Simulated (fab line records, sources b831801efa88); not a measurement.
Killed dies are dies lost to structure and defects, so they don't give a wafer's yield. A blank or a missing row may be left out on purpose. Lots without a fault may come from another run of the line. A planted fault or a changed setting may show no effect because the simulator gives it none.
fab line records | flow sfq_line
record lots=14 wafers=42 last_day=93
route steps=325 shown I6@277
lots that met no fault: from a run of the same line without faults
start_h: hours from the record's first day to the start of the lot's first wafer shown | wait_h: hours since the lot's step before | " the same as in the row above | L1.1+2: a row that stands for several wafers | - no value, or no start given | * or withheld: withheld | < > ~ a bound
route shown NAME@n: a module of which the file shows steps, and the number in the route of the first | usual: mean/standard deviation of fault-free wafers | same: alike in all rows | chamber/n: place in a boat | sites: the reading at each site | _std_site: their standard deviation | _edge_site: outer sites' mean less inner sites' | radius_mm: how far each site lies from the wafer's centre | mask NAME#n: copy n | behind: the tool/chamber that last shaped the wafer | hold: why the lot was held/for how many hours/how that ended | device: the transistor (n, p or np) that didn't switch | end of line: the same wafers' tests at the end of the route | a step without rows: its recipe alone | killed: dies lost to structure and defects at the first sort, not the wafer's yield | map: a wafer's dies, x killed, . not, _ none there
set.NAME: the setting as run; set.NAME@STEP: as run at that earlier step | model.NAME: the simulator's own value behind a step, which no gauge read
steps of the route over a sample of lots; a table a step, a row a wafer
services: from which hour (start_h, from the record's first day; less than 0 if before it) a tool's chamber was out of use, for how many hours, and why
## steps
# step SFQ_TRILAYER_I6_VIA_BARC_OPEN_VIA_ETCH_235
# recipe mask_material=PR chemistry=O2 target_depth_nm=125 target=BARC source_w=500 bias_w=80 pressure_mtorr=30 time_s=41.7
# usual drypump_motor_current_A=5.8/0.42 oes_product_au=0.686/0.0048 run_length_s=70.2/0.42
# columns lot.wafer tool chamber start_h wait_h drypump_motor_current_A oes_product_au rf_hours_counter_h run_length_s
L595.2 rie_diel-03 3 1811.79 0.0 4.9 0.680 5 70.6
L595.3 " 1 " " 5.7 0.690 12 70.0
L595.6 " 3 " " 4.9 0.686 - 70.5
L596.1 rie_diel-02 0 1817.79 0.0 6.2 0.683 20 69.5
L596.3 " 1 " " 5.8 0.685 0 70.6
L596.4 " 0 " " 6.2 0.696 - 69.6
L597.2 rie_diel-04 1 1821.39 0.0 5.6 0.692 11 69.8
L597.3 " 0 " " 5.8 0.686 14 70.1
L597.6 " 3 " " 6.4 0.685 - 70.3
L598.2 rie_diel-03 1 1824.99 0.0 5.7 0.683 12 70.4
L598.5 " 3 " " 4.9 0.692 - 70.6
L598.6 " 2 " " 6.2 0.684 - 70.2
L599.4 rie_diel-03 2 1871.91 0.0 6.3 0.690 - 70.0
L599.5 " 1 " " 5.7 0.681 - 70.2
L599.6 " 3 " " 4.9 0.690 - 71.2
L601.1 rie_diel-03 1 1879.09 0.0 5.7 0.685 13 70.2
L601.3 " 2 " " 6.3 0.688 5 70.0
L601.4 " 2 " " 6.3 0.679 - 69.8
L605.2 rie_diel-02 2 1887.29 0.0 5.6 0.685 16 69.8
L605.3 " 3 " " 6.1 0.740 1 66.3
L605.5 " 0 " " 6.2 0.687 - 69.5
L607.2 rie_diel-03 1 1890.44 0.0 5.7 0.684 13 70.5
L607.3 " 3 " " 4.9 0.690 6 70.9
L607.4 " 0 " " 5.7 0.686 18 70.4
L608.1 rie_diel-02 0 1891.64 0.0 6.2 0.687 1 69.8
L608.2 " 3 " " 6.1 0.685 1 70.2
L608.4 " 2 " " 5.7 0.722 17 66.6
L612.4 rie_diel-04 2 1898.84 0.0 5.3 0.681 13 69.8
L612.5 " 0 " " 5.8 0.681 - 70.7
L612.6 " 1 " " 5.7 0.684 - 69.7
L613.2 rie_diel-02 1 1967.55 0.0 5.8 0.684 2 70.2
L613.3 " 2 " " 5.6 0.688 18 69.8
L613.4 " 3 " " 6.1 0.690 2 70.0
L614.4 rie_diel-02 0 1971.15 0.0 6.2 0.685 2 69.5
L614.5 " 3 " " 6.1 0.684 - 70.1
L614.6 " 2 " " 5.6 0.689 - 70.6
L616.1 rie_diel-03 0 1982.37 0.0 5.7 0.684 21 70.3
L616.2 " 3 " " 4.9 0.682 8 70.7
L616.3 " 2 " " 6.3 0.681 8 70.0
L617.1 rie_diel-02 0 1987.17 0.0 6.3 0.677 2 69.5
L617.3 " 3 " " 6.1 0.691 3 70.2
L617.6 " 1 " " 5.8 0.685 - 70.3
## services
# columns tool chamber start_h hours kind
rie_diel-04 3 1790.74 - clean
rie_diel-04 3 1790.74 16.2 scheduled_down
rie_diel-04 3 1790.74 16.2 vent_cycle
rie_diel-02 3 1801.21 - clean
rie_diel-02 3 1801.21 18.5 scheduled_down
rie_diel-02 3 1801.21 18.5 vent_cycle
rie_diel-04 1 1804.63 5.6 repair
rie_diel-04 - 1817.65 0.1 repair
rie_diel-02 0 1819.75 - clean
rie_diel-02 0 1819.75 27.3 scheduled_down
rie_diel-02 0 1819.75 27.3 vent_cycle
rie_diel-03 0 1841.63 44.4 repair
rie_diel-02 2 1845.66 3.3 repair
rie_diel-04 0 1880.11 8.7 repair
rie_diel-03 3 1885.64 4.4 repair
rie_diel-04 - 1892.19 2.8 pm
rie_diel-02 0 1913.19 4.8 repair
rie_diel-03 - 1936.77 0.7 repair
rie_diel-04 3 1970.77 8.6 repair
rie_diel-03 1 1973.38 7.2 repair
## key
first_sign step=SFQ_TRILAYER_I6_VIA_BARC_OPEN_VIA_ETCH_235 reading=oes_product_au direction=up sigmas=9.4 usual=0.686 struck=0.731
effect step=SFQ_TRILAYER_I6_VIA_BARC_OPEN_VIA_ETCH_235 reading=run_length_s direction=down sigmas=8.9 usual=* struck=*
met_at SFQ_TRILAYER_I6_VIA_BARC_OPEN_VIA_ETCH_235
struck_lots L605,L608
struck_wafers L605.3,L608.4
onset_between 1817.79 1887.29
fault kind=process_parameter_drift tool=rie_diel-02 chamber=- onset_h=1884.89 steps=SFQ_TRILAYER_I6_VIA_BARC_OPEN_VIA_ETCH_235 channel=time_s offset=* shape=step end_h=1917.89 scope=struck_wafers_only acts_in=* stated=*
